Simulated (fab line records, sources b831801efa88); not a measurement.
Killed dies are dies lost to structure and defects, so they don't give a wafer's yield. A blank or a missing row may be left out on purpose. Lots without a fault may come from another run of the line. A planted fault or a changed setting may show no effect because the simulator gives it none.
Chamber matching | flow sky130 | SKY_LI_CONTACT_CMP_02 on cmp-02: 4 sister chambers
The step polishes PSG. 4 wafers are shown with their chamber, then 8 later ones without.

WAFERS WITH THEIR CHAMBER
wafer  | chamber | motor_current_A (A)
L938.4 | 0       | 10.7
L942.1 | 1       | 12.8
L942.6 | 2       | 12.0
L948.1 | 3       | 10.2

WAFERS WITHOUT THEIR CHAMBER
wafer  | motor_current_A (A)
L948.4 | 12.0
L948.5 | 12.7
L949.3 | 11.4
L949.5 | 11.1
L949.6 | 12.3
L952.2 | 10.6
L952.4 | 11.2
L952.5 | 10.3

WHICH CHAMBER EACH WENT THROUGH
wafer  | from the rows above          | in truth
L948.4 | 2                            | 2
L948.5 | can't be placed: 1 or 2      | 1
L949.3 | can't be placed: 2 or 0 or 3 | 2
L949.5 | can't be placed: 0 or 2 or 3 | 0
L949.6 | can't be placed: 2 or 1      | 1
L952.2 | can't be placed: 0 or 3      | 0
L952.4 | can't be placed: 0 or 2 or 3 | 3
L952.5 | can't be placed: 3 or 0      | 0
Placed correctly: 1 of 8. Can't be placed from these rows: 7 (the true chamber is among the candidates in 7). Placed wrongly: 0.
How it was worked out, from the rows above alone: a wafer's distance from a chamber is the root of the sum, over the readings, of the square of ((its reading less the chamber's mean) divided by the reading's scatter). The wafer belongs to the nearest chamber; if the next one is less than 2 further off, it can't be placed. A chamber's mean is the mean of its shown wafers. The scatter: with one shown wafer a chamber, the root of the mean of the squares of how far each hidden wafer lies from its nearest shown one.
